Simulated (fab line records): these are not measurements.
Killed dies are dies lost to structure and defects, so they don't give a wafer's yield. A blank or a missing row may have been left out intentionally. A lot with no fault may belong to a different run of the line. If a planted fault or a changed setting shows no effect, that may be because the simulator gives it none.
Struck lot and sound lot, side by side    flow sky130    19 steps out of a route of 708
Sound: the wafers L479.2, L479.3, L479.4. Struck: wafer L481.4 (left out: L481.1, a lot-mate that was not struck); the cause follows at the end.
Order at every step that has rows: each side's tool, ch and its chambers, its first start. Under that, the readings that differ: sound wafers    struck wafers    difference of the means    sigmas: that difference in standard deviations of wafers without a fault.
alike: readings whose means differ by less than 2 such deviations, and words and numbers that are the same on both sides. not compared: withheld readings, readings that some wafer has no value for, bounds like >300 that may hide the same value, and numbers for which the record gives no deviation and whose values overlap.
The two part at a step that has a row with sigmas, a row that says differs or no value, or rows on one side only. Numbers that don't overlap but have no deviation are shown without sigmas and don't part them. Lack of a reading on every wafer of one side parts them only where that side has two or more wafers.

first, 2 steps without rows for these wafers: SKY_LDD_HVN_PEB_05; SKY_LDD_HVN_DEVELOP_06 (develop time 60 s).
SKY_LDD_HVN_OVL_MEAS_07:
  sound on overlay-01 at day 23 11:16; struck on overlay-01 at day 23 20:43
  alike: LDD_HVN_OVL
following that, these wafers have no rows for 1 step: SKY_LDD_HVN_IMPLANT_08.
SKY_LDD_HVN_STRIP_09: strips in O2/N2.
  sound on plasma-asher-04 ch 0,1, day 23 11:27; struck on plasma-asher-04 ch 1, day 23 20:54
reading                sound              struck  difference  sigmas
oes-product-au (a.u.)  0.411 0.412 0.402  0.418   +0.010      +2
  alike: drypump-motor-current-A, strip-time-to-endpoint-s
  not compared: rf-hours-counter-h
SKY_LDD_HVN_TW_MEAS_10:
  sound on film-metro-04 at day 23 11:34; struck on film-metro-04 at day 23 21:00
  alike: LDD_HVN_TW
then, 6 steps without rows for these wafers: SKY_LDD_HVP_DEHYDRATE_00 (time 60 s); SKY_LDD_HVP_HMDS_01 (prime time 60 s); SKY_LDD_HVP_COAT_02 (resist thk 300 nm); SKY_LDD_HVP_SOFTBAKE_03 (time 60 s); SKY_LDD_HVP_EXPOSE_04 (exposes mask HVPTM, target cd 700 nm); SKY_LDD_HVP_PEB_05.
SKY_LDD_HVP_DEVELOP_06: develop time 60 s.
  sound on litho-track-03 ch 0, day 24 17:20; struck on litho-track-03 ch 0, day 25 02:46
SKY_LDD_HVP_OVL_MEAS_07:
  sound on overlay-02 at day 24 17:28; struck on overlay-01 at day 25 02:55
  alike: LDD_HVP_OVL
following that, these wafers have no rows for 1 step: SKY_LDD_HVP_IMPLANT_08.
SKY_LDD_HVP_STRIP_09: strips in O2/N2.
  sound on plasma-asher-02 ch 0,1, day 24 17:48; struck on plasma-asher-03 ch 1, day 25 03:06
  alike: drypump-motor-current-A, oes-product-au, strip-time-to-endpoint-s
  not compared: rf-hours-counter-h
SKY_LDD_HVP_TW_MEAS_10:
  sound on film-metro-04 at day 24 17:55; struck on film-metro-01 at day 25 03:12
reading     sound        struck  difference  sigmas
LDD_HVP_TW  453 455 455  427     -27         -6
then, 1 step without rows for these wafers: SKY_LDD_LDN_DEHYDRATE_00 (time 60 s).
-- here the record skips 23 days between the struck wafers' starts before and after, leaving off in module LDD_LDN and picking up in module PAD_OPEN (first step shown: number 708 of the route) --
SKY_PAD_OPEN_PROBE_99:
  sound on prober-01 at day 48 02:08; struck on prober-02 at day 48 09:26
reading              sound     struck  difference  sigmas
killed-at-front-end  8 18 10   411     +399        +83
killed-dies          68 82 87  470     +391        +40
killed-on-rim        11 16 26  83      +65         +16
  alike: killed_at_M0_to_M3, killed_at_M4_up, killed-at-contacts, killed-at-other, killed-open, killed-short

WHERE THEY PART
Earliest at SKY_LDD_HVN_STRIP_09; latest, in this record, at SKY_PAD_OPEN_PROBE_99.

WHY: the cause the simulator had injected
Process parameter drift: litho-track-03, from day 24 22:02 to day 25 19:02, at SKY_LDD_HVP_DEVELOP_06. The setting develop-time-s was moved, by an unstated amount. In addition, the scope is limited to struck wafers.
